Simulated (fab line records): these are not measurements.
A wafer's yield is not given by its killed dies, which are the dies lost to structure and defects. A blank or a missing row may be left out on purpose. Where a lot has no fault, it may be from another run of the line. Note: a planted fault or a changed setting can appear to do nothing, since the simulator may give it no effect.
fab line records ; flow sky130
[record] lots = 7; wafers = 19; lastDay = 50
route steps=708 shown LDD_N@252 LDD_P@255 LDD_HVN@267 PAD_OPEN@708
lots with no fault: from the same line, run without faults
startH: start of the lot's first displayed wafer, in hours after the record's first day ; waitH: hours from the lot's prior step to this one ; " identical to the entry in the row above ; L1.1+2: a single row standing in for several wafers ; - no value, or no start given ; * or withheld: withheld ; < > ~ a bound
route shown NAME@n: NAME is a module with steps in the file, n the number in the route of the first one ; usual: mean and standard deviation over wafers with no fault ; same: alike in all rows ; chamber/n: place in a boat ; sites: each site's reading ; _std_site: how widely they spread, as a standard deviation ; _edge_site: outer sites' mean less inner sites' ; radiusMm: for every site, how far away it sits from the centre of the wafer ; mask NAME#n: copy n ; behind: tool/chamber where the wafer was last shaped ; hold: what put the lot on hold/how long, in hours/how the hold closed ; device: the transistor (n, p or np) that didn't switch ; end of line: the tests these same wafers got at the end of their route ; a step with no rows: only its recipe ; killed: not the wafer's yield, but the dies lost to structure and defects at the first sort ; map: the dies of a wafer, with x for killed, . for not killed, _ for no die there
set.NAME: the setting the step ran with; set.NAME@STEP: the setting that earlier step ran with ; model.NAME: the simulator's own value behind a step, which no gauge read
lots at selected steps of the route; one table per step, one row per wafer
services: when a tool's chamber went out of use (startH, in hours from the record's first day, below 0 if earlier), for how many hours, and the reason
[[steps]]
[step SKY_LDD_N_IMPLANT_15]
[recipe] species = BF2; energyKev = 50; doseCm2 = 5e+12; tiltDeg = 30; rotationDeg = 270
[step SKY_LDD_N_STRIP_16]
[recipe] chemistry = O2/N2; powerW = 1400; pressureMtorr = 1500; platenTempC = withheld; o2FlowSccm = 3000; n2FlowSccm = 300; overashFraction = 0.5
[usual] drypumpMotorCurrentA = 5.6/0.3; oesProductAu = 0.407/0.0044; stripTimeToEndpointS = 4.314/0.018
lot.wafer;tool;chamber;startH;waitH;drypumpMotorCurrentA;oesProductAu;rfHoursCounterH;stripTimeToEndpointS
L121.1;plasmaAsher-04;0;418.13;0.1;5.7;0.404;30;4.319
L121.2;plasmaAsher-04;1;418.13;0.1;5.9;0.415;30;4.327
L121.3;plasmaAsher-04;1;418.13;0.1;5.9;0.415;-;4.300
L130.1;plasmaAsher-04;0;519.02;0.1;5.7;0.410;39;4.278
L130.5;plasmaAsher-04;1;519.02;0.1;5.8;0.403;-;4.310
L130.6;plasmaAsher-04;0;519.02;0.1;5.7;0.402;-;4.305
L132.1;plasmaAsher-03;1;527.19;0.1;5.2;0.406;70;4.281
L132.3;plasmaAsher-03;0;527.19;0.1;5.4;0.404;-;4.286
L132.6;plasmaAsher-03;1;527.19;0.1;5.2;0.409;-;4.298
L133.1;plasmaAsher-02;1;538.21;0.1;5.4;0.404;83;4.331
L133.6;plasmaAsher-02;1;538.21;0.1;5.4;0.405;-;4.324
L135.3;plasmaAsher-03;1;550.87;0.1;5.2;0.406;-;4.305
L135.6;plasmaAsher-03;0;550.87;0.1;5.4;0.400;-;4.318
L139.2;plasmaAsher-04;0;572.79;0.1;5.7;0.412;44;4.351
L139.3;plasmaAsher-04;1;572.79;0.1;5.8;0.412;-;4.325
L139.4;plasmaAsher-04;0;572.79;0.1;5.7;0.404;-;4.316
L142.1;plasmaAsher-03;1;599.79;0.2;5.2;0.410;78;4.307
L142.3;plasmaAsher-03;0;599.79;0.2;5.4;0.404;-;4.314
L142.5;plasmaAsher-03;1;599.79;0.2;5.2;0.402;-;4.314
[step SKY_LDD_N_TW_MEAS_17]
[usual] LDD_N_TW = 2584/15
lot.wafer;tool;chamber;startH;waitH;LDD_N_TW
L121.1;filmMetro-02;-;418.23;0.1;2575
L121.2;filmMetro-02;-;418.23;0.1;2576
L121.3;filmMetro-02;-;418.23;0.1;2568
L130.1;filmMetro-02;-;519.12;0.1;2572
L130.5;filmMetro-02;-;519.12;0.1;2553
L130.6;filmMetro-02;-;519.12;0.1;2579
L132.1;filmMetro-01;-;527.29;0.1;2572
L132.3;filmMetro-01;-;527.29;0.1;2571
L132.6;filmMetro-01;-;527.29;0.1;2567
L133.1;filmMetro-03;-;538.31;0.1;2599
L133.6;filmMetro-03;-;538.31;0.1;2593
L135.3;filmMetro-01;-;550.96;0.1;2599
L135.6;filmMetro-01;-;550.96;0.1;2586
L139.2;filmMetro-03;-;572.90;0.1;2605
L139.3;filmMetro-03;-;572.90;0.1;2593
L139.4;filmMetro-03;-;572.90;0.1;2594
L142.1;filmMetro-02;-;599.89;0.1;2561
L142.3;filmMetro-02;-;599.89;0.1;2569
L142.5;filmMetro-02;-;599.89;0.1;2549
[step SKY_LDD_P_DEHYDRATE_00]
[recipe] tempC = 200; timeS = 60
[step SKY_LDD_P_HMDS_01]
[recipe] primeTimeS = 60; primeTempC = 120
[step SKY_LDD_P_COAT_02]
[recipe] resist = NOVOLAK; spinRpm = 3000; resistThkNm = 1140
[step SKY_LDD_P_SOFTBAKE_03]
[recipe] tempC = 90; timeS = 60; resist = NOVOLAK
[step SKY_LDD_P_EXPOSE_04]
[recipe] maskId = PSDM; na = 0.6; sourceShape = conventional; sigmaOuter = 0.6; polarization = unpolarized; targetCdNm = 380; doseMj = 138
[step SKY_LDD_P_PEB_05]
[recipe] tempC = withheld; timeS = *; resist = NOVOLAK
[step SKY_LDD_P_DEVELOP_06]
[recipe] resist = NOVOLAK; developer = TMAH; developTimeS = 60; devTempC = 23
[step SKY_LDD_P_CD_MEAS_07]
[recipe] targetCdNm = 380
[usual] cdNm = 380.9/2.8
lot.wafer;tool;chamber;startH;waitH;cdNm
L121.1;cdSem-02;-;448.54;0.1;378.8
L121.2;cdSem-02;-;448.54;0.1;379.7
L121.3;cdSem-02;-;448.54;0.1;380.5
L130.1;cdSem-02;-;548.70;0.1;378.7
L130.5;cdSem-02;-;548.70;0.1;381.3
L130.6;cdSem-02;-;548.70;0.1;378.8
L132.1;cdSem-01;-;556.65;0.1;383.5
L132.3;cdSem-01;-;556.65;0.1;386.1
L132.6;cdSem-01;-;556.65;0.1;384.7
L133.1;cdSem-01;-;568.20;0.1;376.8
L133.6;cdSem-01;-;568.20;0.1;377.2
L135.3;cdSem-01;-;580.35;0.1;379.2
L135.6;cdSem-01;-;580.35;0.1;378.3
L139.2;cdSem-01;-;602.06;0.1;379.7
L139.3;cdSem-01;-;602.06;0.1;381.5
L139.4;cdSem-01;-;602.06;0.1;380.8
L142.1;cdSem-02;-;628.64;0.1;382.7
L142.3;cdSem-02;-;628.64;0.1;381.3
L142.5;cdSem-02;-;628.64;0.1;383.9
[step SKY_LDD_P_OVL_MEAS_08]
[usual] LDD_P_OVL = -1.1/1.2
lot.wafer;tool;chamber;startH;waitH;LDD_P_OVL[nm]
L121.1;overlay-02;-;448.66;0.1;-3.1
L121.2;overlay-02;-;448.66;0.1;-3.5
L121.3;overlay-02;-;448.66;0.1;-2.4
L130.1;overlay-01;-;548.82;0.1;-0.3
L130.5;overlay-01;-;548.82;0.1;-3.0
L130.6;overlay-01;-;548.82;0.1;-2.4
L132.1;overlay-01;-;556.77;0.1;-0.3
L132.3;overlay-01;-;556.77;0.1;-1.6
L132.6;overlay-01;-;556.77;0.1;-0.5
L133.1;overlay-02;-;568.32;0.1;1.6
L133.6;overlay-02;-;568.32;0.1;0.5
L135.3;overlay-01;-;580.45;0.1;-3.0
L135.6;overlay-01;-;580.45;0.1;-2.2
L139.2;overlay-01;-;602.16;0.1;-1.6
L139.3;overlay-01;-;602.16;0.1;-0.7
L139.4;overlay-01;-;602.16;0.1;-2.0
L142.1;overlay-01;-;628.76;0.1;-2.6
L142.3;overlay-01;-;628.76;0.1;-3.3
L142.5;overlay-01;-;628.76;0.1;-2.8
[step SKY_LDD_P_IMPLANT_09]
[recipe] species = BF2; energyKev = 25; doseCm2 = 1e+13; tiltDeg = withheld
[usual] doseIonsCm2 = 1.0001e+13/1.1e+10
lot.wafer;tool;chamber;startH;waitH;doseIonsCm2
L121.1;implanter-02;0;448.70;0.0;1.0006e+13
L121.2;implanter-02;0;448.70;0.0;9.996e+12
L121.3;implanter-02;0;448.70;0.0;1.0005e+13
L130.1;implanter-01;0;548.86;0.0;1.001e+13
L130.5;implanter-01;0;548.86;0.0;1.0014e+13
L130.6;implanter-01;0;548.86;0.0;1.0024e+13
L132.1;implanter-01;0;556.81;0.0;1.0015e+13
L132.3;implanter-01;0;556.81;0.0;1.002e+13
L132.6;implanter-01;0;556.81;0.0;1.0011e+13
L133.1;implanter-01;0;568.36;0.0;9.992e+12
L133.6;implanter-01;0;568.36;0.0;9.994e+12
L135.3;implanter-01;0;580.52;0.1;9.995e+12
L135.6;implanter-01;0;580.52;0.1;1e+13
L139.2;implanter-02;0;602.22;0.0;9.993e+12
L139.3;implanter-02;0;602.22;0.0;9.981e+12
L139.4;implanter-02;0;602.22;0.0;9.985e+12
L142.1;implanter-02;0;628.79;0.0;9.992e+12
L142.3;implanter-02;0;628.79;0.0;9.973e+12
L142.5;implanter-02;0;628.79;0.0;9.995e+12
[step SKY_LDD_P_STRIP_10]
[recipe] chemistry = O2/N2; powerW = 1400; pressureMtorr = 1500; platenTempC = withheld; o2FlowSccm = 3000; n2FlowSccm = 300; overashFraction = 0.5
[usual] drypumpMotorCurrentA = 5.6/0.31; oesProductAu = 0.716/0.0053; stripTimeToEndpointS = 14.18/0.04
lot.wafer;tool;chamber;startH;waitH;drypumpMotorCurrentA;oesProductAu;rfHoursCounterH;stripTimeToEndpointS
L121.1;plasmaAsher-01;0;448.85;0.1;5.3;0.714;2;14.28
L121.2;plasmaAsher-01;1;448.85;0.1;5.8;0.714;2;14.21
L121.3;plasmaAsher-01;0;448.85;0.1;5.3;0.726;-;14.28
L130.1;plasmaAsher-02;0;549.01;0.1;6.1;0.717;84;14.21
L130.5;plasmaAsher-02;0;549.01;0.1;6.1;0.720;-;14.16
L130.6;plasmaAsher-02;1;549.01;0.1;5.3;0.720;-;14.22
L132.1;plasmaAsher-01;1;556.96;0.1;5.8;0.715;13;14.14
L132.3;plasmaAsher-01;0;556.96;0.1;5.3;0.721;-;14.12
L132.6;plasmaAsher-01;1;556.96;0.1;5.8;0.717;-;14.09
L133.1;plasmaAsher-01;1;568.51;0.1;5.9;0.732;14;14.16
L133.6;plasmaAsher-01;1;568.51;0.1;5.8;0.704;-;14.20
L135.3;plasmaAsher-02;1;580.65;0.1;5.3;0.718;-;14.16
L135.6;plasmaAsher-02;0;580.65;0.1;6.0;0.724;-;14.17
L139.2;plasmaAsher-02;1;602.34;0.1;5.4;0.713;90;14.21
L139.3;plasmaAsher-02;1;602.34;0.1;5.4;0.726;-;14.16
L139.4;plasmaAsher-02;0;602.34;0.1;6.1;0.706;-;14.14
L142.1;plasmaAsher-01;0;628.94;0.1;5.3;0.719;20;14.22
L142.3;plasmaAsher-01;1;628.94;0.1;5.8;0.709;-;14.19
L142.5;plasmaAsher-01;0;628.94;0.1;5.3;0.719;-;14.17
[step SKY_LDD_P_TW_MEAS_11]
[usual] LDD_P_TW = 636.3/2.9
lot.wafer;tool;chamber;startH;waitH;LDD_P_TW
L121.1;filmMetro-01;-;448.95;0.1;635.6
L121.2;filmMetro-01;-;448.95;0.1;638.1
L121.3;filmMetro-01;-;448.95;0.1;641.3
L130.1;filmMetro-04;-;549.11;0.1;632.7
L130.5;filmMetro-04;-;549.11;0.1;630.9
L130.6;filmMetro-04;-;549.11;0.1;635.7
L132.1;filmMetro-01;-;557.06;0.1;596.6
L132.3;filmMetro-01;-;557.06;0.1;637.1
L132.6;filmMetro-01;-;557.06;0.1;595.2
L133.1;filmMetro-03;-;568.61;0.1;598.5
L133.6;filmMetro-03;-;568.61;0.1;596.5
L135.3;filmMetro-04;-;580.74;0.1;637.6
L135.6;filmMetro-04;-;580.74;0.1;593.7
L139.2;filmMetro-04;-;602.45;0.1;633.1
L139.3;filmMetro-04;-;602.45;0.1;634.5
L139.4;filmMetro-04;-;602.45;0.1;633.1
L142.1;filmMetro-03;-;629.04;0.1;638.8
L142.3;filmMetro-03;-;629.04;0.1;641.4
L142.5;filmMetro-03;-;629.04;0.1;639.2
[step SKY_LDD_HVN_DEHYDRATE_00]
[recipe] tempC = 200; timeS = 60
[step SKY_PAD_OPEN_PROBE_99]
[usual] killed_at_M0_to_M3 = 44/6.9; killed_at_M4_up = 3.3/2.1; killedAtContacts = 24/4.8; killedAtFrontEnd = 15/4.4; killedAtOther = 0.2/0.48; killedDies = 87/9.5; killedOpen = 48/6.5; killedShort = 39/6.3
[same] grossDies = 492; killedAtBackSide = 0
lot.wafer;tool;chamber;startH;waitH;killed_at_M0_to_M3;killed_at_M4_up;killedAtContacts;killedAtFrontEnd;killedAtOther;killedDies;killedOpen;killedShort;model.etest.tipP.rsOhmSq;model.etest.tipP.rsOhmSqRange;model.etest.tipP.rsOhmSqRimLessCentre;model.etest.pfet_01v8.driveUaUmRange;model.etest.pfet_01v8.vtSatV;model.etest.pfet_01v8.vtV;model.etest.pfet_01v8_hvt.vtSatV;model.etest.pfet_01v8.vtVRange
L121.1;prober-01;-;1086.03;0.1;39;0;22;20;1;82;41;41;6858;254.5;-43.98;6.01;-0.56;-0.7683;-0.8053;0.01366
L121.2;prober-01;-;1086.08;0.1;35;3;19;20;0;77;49;28;6874;139.8;-30.1;4.495;-0.5759;-0.7832;-0.8192;0.008713
L121.3;prober-01;-;1086.13;0.2;47;2;22;18;0;89;49;40;6857;225.2;96.88;7.388;-0.5768;-0.7826;-0.8097;0.008195
L130.1;prober-01;-;1152.15;0.1;55;5;28;16;1;105;64;41;6891;173.2;-74.51;5.121;-0.5632;-0.7732;-0.8103;0.01247
L130.5;prober-01;-;1152.35;0.2;46;7;27;14;0;94;60;34;6865;180.2;-88.01;4.398;-0.5908;-0.7848;-0.827;0.008476
L130.6;prober-01;-;1152.40;0.2;57;1;25;11;0;94;57;37;6895;151.3;14.64;8.037;-0.537;-0.7667;-0.7977;0.01635
L132.1;prober-01;-;1155.16;0.1;40;1;20;7;1;69;39;30;1e+04;3318;-1614;12.77;-0.6214;-0.809;-0.8413;0.03358
L132.3;prober-01;-;1155.26;0.2;53;6;22;10;0;91;46;45;6871;209.7;-46.96;5.911;-0.5773;-0.7803;-0.8203;0.01124
L132.6;prober-01;-;1155.41;0.2;44;0;18;14;2;78;42;36;1.005e+04;3336;-1533;9.428;-0.6225;-0.8066;-0.8471;0.03659
L133.1;prober-02;-;1161.16;0.1;52;2;23;10;0;87;49;38;-;-;-;-;-;-;-;-
L133.6;prober-02;-;1161.41;0.2;39;4;23;17;0;83;43;40;-;-;-;-;-;-;-;-
L135.3;prober-02;-;1168.22;0.2;39;9;20;17;0;85;45;39;-;-;-;-;-;-;-;-
L135.6;prober-02;-;1168.37;0.2;40;1;23;10;0;74;39;34;-;-;-;-;-;-;-;-
L139.2;prober-02;-;1180.05;0.1;49;2;23;19;1;94;57;37;6803;265.6;103.1;4.791;-0.5581;-0.7692;-0.8059;0.01187
L139.3;prober-02;-;1180.10;0.2;41;8;24;22;1;96;51;45;6831;235.1;60.96;5.534;-0.5385;-0.7637;-0.8002;0.01092
L139.4;prober-02;-;1180.15;0.2;42;4;37;15;0;98;61;37;6809;146.7;59.23;4.375;-0.5709;-0.7784;-0.817;0.01128
L142.1;prober-01;-;1196.74;0.1;39;0;23;22;0;84;46;38;6869;134.6;20.85;6.668;-0.5812;-0.785;-0.8227;0.008345
L142.3;prober-01;-;1196.84;0.2;47;3;21;20;0;91;51;40;6958;200.7;-45.85;9.06;-0.5914;-0.7888;-0.8279;0.009345
L142.5;prober-01;-;1196.94;0.2;36;3;22;17;0;78;40;38;6868;114.2;-74.03;5.444;-0.5631;-0.7822;-0.8121;0.01581
// killed by level:class
L121.1 CONTACT:geometricParticle:open=8 VIA1:geometricParticle:open=8 CONTACT:geometricParticle:short=7 POLY_GATE:geometricParticle:short=6 FIELD_ISO:geometricParticle:open=5 POLY_GATE:geometricParticle:open=5 LOCAL_INTERCONNECT:geometricParticle:short=5 VIA1:geometricParticle:short=5
L121.2 CONTACT:geometricParticle:open=9 VIA1:geometricParticle:open=8 FIELD_ISO:geometricParticle:open=7 POLY_GATE:geometricParticle:open=6 VIA3:geometricParticle:open=6 CONTACT:geometricParticle:short=5 VIA2:geometricParticle:open=5 POLY_GATE:geometricParticle:short=4
L121.3 VIA3:geometricParticle:open=8 VIA2:geometricParticle:open=8 LI_CONTACT:geometricParticle:open=8 VIA1:geometricParticle:short=7 FIELD_ISO:geometricParticle:open=6 CONTACT:geometricParticle:open=6 CONTACT:geometricParticle:short=6 VIA1:geometricParticle:open=6
L130.1 LI_CONTACT:geometricParticle:open=12 VIA2:geometricParticle:open=12 CONTACT:geometricParticle:open=10 METAL2:geometricParticle:short=8 VIA1:geometricParticle:short=7 VIA1:geometricParticle:open=7 VIA3:geometricParticle:open=7 FIELD_ISO:geometricParticle:open=6
L130.5 VIA1:geometricParticle:open=18 VIA3:geometricParticle:open=9 CONTACT:geometricParticle:open=8 LI_CONTACT:geometricParticle:open=7 VIA2:geometricParticle:open=7 FIELD_ISO:geometricParticle:open=6 CONTACT:geometricParticle:short=6 FIELD_ISO:geometricParticle:short=5
L130.6 VIA1:geometricParticle:open=11 VIA2:geometricParticle:open=10 VIA3:geometricParticle:open=10 CONTACT:geometricParticle:open=9 LI_CONTACT:geometricParticle:open=8 METAL3:geometricParticle:short=6 LOCAL_INTERCONNECT:geometricParticle:short=5 POLY_GATE:geometricParticle:open=4
L132.1 VIA1:geometricParticle:open=12 VIA3:geometricParticle:open=8 LOCAL_INTERCONNECT:geometricParticle:short=6 VIA2:geometricParticle:open=6 CONTACT:geometricParticle:short=5 CONTACT:geometricParticle:open=5 LI_CONTACT:geometricParticle:open=4 METAL1:geometricParticle:short=3
L132.3 VIA1:geometricParticle:open=12 VIA3:geometricParticle:open=8 METAL1:geometricParticle:short=7 VIA2:geometricParticle:open=7 CONTACT:geometricParticle:open=7 VIA1:geometricParticle:short=7 CONTACT:geometricParticle:short=6 LOCAL_INTERCONNECT:geometricParticle:short=5
L132.6 VIA2:geometricParticle:open=10 CONTACT:geometricParticle:open=7 METAL2:geometricParticle:short=7 METAL1:geometricParticle:short=6 VIA1:geometricParticle:open=5 VIA3:geometricParticle:open=5 FIELD_ISO:geometricParticle:open=4 LOCAL_INTERCONNECT:geometricParticle:short=4
L133.1 VIA1:geometricParticle:open=11 VIA3:geometricParticle:open=10 CONTACT:geometricParticle:open=8 VIA2:geometricParticle:open=8 CONTACT:geometricParticle:short=7 VIA3:geometricParticle:short=6 VIA1:geometricParticle:short=5 LI_CONTACT:geometricParticle:open=4
L133.6 METAL1:geometricParticle:short=9 FIELD_ISO:geometricParticle:open=7 VIA1:geometricParticle:open=7 LI_CONTACT:geometricParticle:open=6 CONTACT:geometricParticle:short=6 CONTACT:geometricParticle:open=6 METAL2:geometricParticle:short=6 VIA2:geometricParticle:open=5
L135.3 VIA1:geometricParticle:open=11 FIELD_ISO:geometricParticle:short=7 CONTACT:geometricParticle:open=7 FIELD_ISO:geometricParticle:open=6 VIA2:geometricParticle:open=6 METAL4:geometricParticle:short=6 VIA1:geometricParticle:short=5 VIA3:geometricParticle:open=5
L135.6 CONTACT:geometricParticle:open=9 VIA1:geometricParticle:open=8 LOCAL_INTERCONNECT:geometricParticle:short=5 METAL1:geometricParticle:short=5 VIA1:geometricParticle:short=5 VIA2:geometricParticle:open=5 LI_CONTACT:geometricParticle:open=4 CONTACT:geometricParticle:short=3
L139.2 VIA1:geometricParticle:open=11 VIA2:geometricParticle:open=9 CONTACT:geometricParticle:open=9 FIELD_ISO:geometricParticle:open=7 METAL2:geometricParticle:short=6 LI_CONTACT:geometricParticle:short=5 METAL3:geometricParticle:short=4 LI_CONTACT:geometricParticle:open=4
L139.3 VIA1:geometricParticle:open=11 VIA2:geometricParticle:open=8 LI_CONTACT:geometricParticle:open=8 FIELD_ISO:geometricParticle:short=7 METAL4:geometricParticle:short=7 CONTACT:geometricParticle:open=7 VIA1:geometricParticle:short=5 POLY_GATE:geometricParticle:short=5
L139.4 LI_CONTACT:geometricParticle:open=17 CONTACT:geometricParticle:open=12 VIA2:geometricParticle:open=8 METAL1:geometricParticle:short=7 FIELD_ISO:geometricParticle:open=6 CONTACT:geometricParticle:short=6 VIA1:geometricParticle:open=5 METAL2:geometricParticle:short=5
L142.1 VIA1:geometricParticle:open=9 FIELD_ISO:geometricParticle:short=7 CONTACT:geometricParticle:open=7 POLY_GATE:geometricParticle:open=6 LI_CONTACT:geometricParticle:open=6 VIA1:geometricParticle:short=5 VIA3:geometricParticle:open=5 LI_CONTACT:geometricParticle:short=4
L142.3 VIA1:geometricParticle:open=15 VIA2:geometricParticle:open=10 METAL2:geometricParticle:short=8 CONTACT:geometricParticle:open=7 POLY_GATE:geometricParticle:short=6 LOCAL_INTERCONNECT:geometricParticle:short=6 FIELD_ISO:geometricParticle:short=5 POLY_GATE:geometricParticle:open=5
L142.5 CONTACT:geometricParticle:open=8 VIA1:geometricParticle:open=7 LI_CONTACT:geometricParticle:open=5 METAL1:geometricParticle:short=5 CONTACT:geometricParticle:short=5 VIA3:geometricParticle:open=5 VIA2:geometricParticle:open=5 METAL2:geometricParticle:short=4
[[services]]
tool;chamber;startH;hours;kind
implanter-02;-;408.79;8.7;repair
plasmaAsher-03;-;410.43;0.5;repair
implanter-01;-;416.41;5.7;pm
plasmaAsher-01;-;421.25;9.0;pm
plasmaAsher-01;0;421.25;9.0;ventCycle
plasmaAsher-01;1;421.25;9.0;ventCycle
implanter-01;-;422.07;3.0;pm
implanter-02;-;426.00;6.0;pm
plasmaAsher-01;0;430.25;-;clean
plasmaAsher-01;1;430.25;-;clean
implanter-01;-;431.78;1.7;repair
plasmaAsher-04;-;457.94;5.8;repair
implanter-02;-;464.06;18.3;repair
implanter-02;-;496.23;1.7;repair
implanter-01;-;498.10;1.0;repair
implanter-02;-;499.55;3.0;repair
implanter-01;-;533.07;1.1;repair
plasmaAsher-02;-;534.43;1.9;repair
plasmaAsher-04;-;557.92;8.3;repair
implanter-01;-;618.12;2.2;repair
[[key]]
[firstSign] step = SKY_LDD_P_TW_MEAS_11; reading = LDD_P_TW; direction = down; sigmas = 14; usual = 636.3; struck = 596.1
effect none on later readings
[modelEffect] step = SKY_PAD_OPEN_PROBE_99; value = etest.tipP.rsOhmSq; without = 6804; struck = 1.002e+04
metAt SKY_LDD_P_IMPLANT_09
struckWafers L132.1,L132.6,L133.1,L133.6,L135.6
testerLeftOut L132,L133,L135
onsetBetween 548.86 556.81
[fault] kind = processParameterDrift; tool = implanter-01; chamber = -; onsetH = 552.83; steps = SKY_LDD_P_IMPLANT_09; channel = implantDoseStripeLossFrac; offset = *; shape = step; endH = 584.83; scope = struckWafersOnly
// testerLeftOut: of these lots the tester's yield and bins aren't shown, on N5 and GAA mostly nor the transistor test; their killed dies are dies lost to structure and defects alone, not to doping, threshold or leakage, so they don't give the yield
